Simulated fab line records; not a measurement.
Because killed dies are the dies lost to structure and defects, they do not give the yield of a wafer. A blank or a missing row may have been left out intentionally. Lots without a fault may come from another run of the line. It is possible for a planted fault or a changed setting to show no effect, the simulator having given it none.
Check of tool commonality || flow sky130 || 12 lots and 36 wafers in the sample

== REASON FOR OPENING ==
At SKY_VT_ADJUST_NCORE_TW_MEAS_11 the reading VT_ADJUST_NCORE_TW is flagged on 2 of 12 lots. Wafers without a fault read 219.8, standard deviation 1.8.
Rule: a lot gets a flag if all its wafers with a number sit over 4 standard deviations from that mean, or if no wafer of it has a number. All remaining lots are regarded as sound.

{"lot": "L402", "measured": "day 8 14:22", "on": "film metro-03", "VT_ADJUST_NCORE_TW, wafer by wafer": "221.3 221.6 222.3", "flag": ""}
{"lot": "L403", "measured": "day 8 22:31", "on": "film metro-03", "VT_ADJUST_NCORE_TW, wafer by wafer": "222.8 222.1 222.3", "flag": ""}
{"lot": "L404", "measured": "day 9 07:49", "on": "film metro-02", "VT_ADJUST_NCORE_TW, wafer by wafer": "217.4 218.1 217.7", "flag": ""}
{"lot": "L407", "measured": "day 10 10:55", "on": "film metro-02", "VT_ADJUST_NCORE_TW, wafer by wafer": "217.5 217.2 218.6", "flag": ""}
{"lot": "L408", "measured": "day 10 11:56", "on": "film metro-01", "VT_ADJUST_NCORE_TW, wafer by wafer": "220.5 220.7 221.2", "flag": ""}
{"lot": "L413", "measured": "day 12 01:10", "on": "film metro-03", "VT_ADJUST_NCORE_TW, wafer by wafer": "220.7 220.4 220.1", "flag": ""}
{"lot": "L414", "measured": "day 12 06:25", "on": "film metro-02", "VT_ADJUST_NCORE_TW, wafer by wafer": "118.7 118.4 117.4", "flag": "FLAGGED"}
{"lot": "L415", "measured": "day 12 13:41", "on": "film metro-01", "VT_ADJUST_NCORE_TW, wafer by wafer": "121.3 120.7 121.7", "flag": "FLAGGED"}
{"lot": "L419", "measured": "day 13 14:17", "on": "film metro-01", "VT_ADJUST_NCORE_TW, wafer by wafer": "222.3 222.0 223.7", "flag": ""}
{"lot": "L421", "measured": "day 14 10:05", "on": "film metro-03", "VT_ADJUST_NCORE_TW, wafer by wafer": "221.1 220.7 221.9", "flag": ""}
{"lot": "L423", "measured": "day 14 20:51", "on": "film metro-02", "VT_ADJUST_NCORE_TW, wafer by wafer": "219.4 218.1 217.7", "flag": ""}
{"lot": "L424", "measured": "day 15 01:32", "on": "film metro-02", "VT_ADJUST_NCORE_TW, wafer by wafer": "216.8 217.4 217.2", "flag": ""}
On average the flagged lots' numbers are 119.7, which is -100.1 against the usual, or -56 standard deviations.

== LOT BY LOT: THE TOOL USED ==
The record holds 1 process step before the reading, out of a route of 708 steps. Cell contents, in order: the tool; ch with the chambers the sampled wafers went through; the start.
{"lot": "L402", "flag": "", "SKY_VT_ADJUST_NCORE_IMPLANT_09": "implanter-01 ch 0, day 8 14:07"}
{"lot": "L403", "flag": "", "SKY_VT_ADJUST_NCORE_IMPLANT_09": "implanter-01 ch 0, day 8 22:16"}
{"lot": "L404", "flag": "", "SKY_VT_ADJUST_NCORE_IMPLANT_09": "implanter-01 ch 0, day 9 07:35"}
{"lot": "L407", "flag": "", "SKY_VT_ADJUST_NCORE_IMPLANT_09": "implanter-01 ch 0, day 10 10:40"}
{"lot": "L408", "flag": "", "SKY_VT_ADJUST_NCORE_IMPLANT_09": "implanter-01 ch 0, day 10 11:43"}
{"lot": "L413", "flag": "", "SKY_VT_ADJUST_NCORE_IMPLANT_09": "implanter-03 ch 0, day 12 00:55"}
{"lot": "L414", "flag": "FLAGGED", "SKY_VT_ADJUST_NCORE_IMPLANT_09": "implanter-01 ch 0, day 12 06:10"}
{"lot": "L415", "flag": "FLAGGED", "SKY_VT_ADJUST_NCORE_IMPLANT_09": "implanter-01 ch 0, day 12 13:26"}
{"lot": "L419", "flag": "", "SKY_VT_ADJUST_NCORE_IMPLANT_09": "implanter-03 ch 0, day 13 14:02"}
{"lot": "L421", "flag": "", "SKY_VT_ADJUST_NCORE_IMPLANT_09": "implanter-02 ch 0, day 14 09:50"}
{"lot": "L423", "flag": "", "SKY_VT_ADJUST_NCORE_IMPLANT_09": "implanter-03 ch 0, day 14 20:38"}
{"lot": "L424", "flag": "", "SKY_VT_ADJUST_NCORE_IMPLANT_09": "implanter-03 ch 0, day 15 01:17"}
What the steps here do:
- SKY_VT_ADJUST_NCORE_IMPLANT_09
- SKY_VT_ADJUST_NCORE_TW_MEAS_11

== FLAGGED OVER TOTAL, TOOL BY TOOL (the gauges that took the reading come last) ==
{"step": "SKY_VT_ADJUST_NCORE_IMPLANT_09", "tool": "implanter-01", "lots run": 7, "flagged": 2, "share of the flagged lots": "all", "sound lots run after its first flagged lot": 0}
{"step": "SKY_VT_ADJUST_NCORE_IMPLANT_09", "tool": "implanter-02", "lots run": 1, "flagged": 0, "share of the flagged lots": "none", "sound lots run after its first flagged lot": "-"}
{"step": "SKY_VT_ADJUST_NCORE_IMPLANT_09", "tool": "implanter-03", "lots run": 4, "flagged": 0, "share of the flagged lots": "none", "sound lots run after its first flagged lot": "-"}
{"step": "SKY_VT_ADJUST_NCORE_TW_MEAS_11", "tool": "film metro-01", "lots run": 3, "flagged": 1, "share of the flagged lots": "some", "sound lots run after its first flagged lot": "1 (L419)"}
{"step": "SKY_VT_ADJUST_NCORE_TW_MEAS_11", "tool": "film metro-02", "lots run": 5, "flagged": 1, "share of the flagged lots": "some", "sound lots run after its first flagged lot": "2 (L423,L424)"}
{"step": "SKY_VT_ADJUST_NCORE_TW_MEAS_11", "tool": "film metro-03", "lots run": 4, "flagged": 0, "share of the flagged lots": "none", "sound lots run after its first flagged lot": "-"}

== THE TABLE: WHAT IT ALLOWS ==
Rows of the table that ran each flagged lot: 1, that is implanter-01 at SKY_VT_ADJUST_NCORE_IMPLANT_09.
- implanter-01 at SKY_VT_ADJUST_NCORE_IMPLANT_09 ran 7 lots, 2 of them flagged. A fault beginning between L408 (day 10 11:43), its last sound lot, and L414 (day 12 06:10), its first flagged one, fits the data. Its own readings (dose ions cm2, faraday current uA) fall more than 4 standard deviations out on all wafers of the flagged lots.
Left over: one tool, implanter-01 at SKY_VT_ADJUST_NCORE_IMPLANT_09.

== WHAT HAD BEEN PUT IN BY THE SIMULATOR ==
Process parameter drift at SKY_VT_ADJUST_NCORE_IMPLANT_09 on implanter-01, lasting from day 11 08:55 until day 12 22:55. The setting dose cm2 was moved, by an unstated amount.
Shown lots that were struck: L414, L415. The rule above reached the same finding.
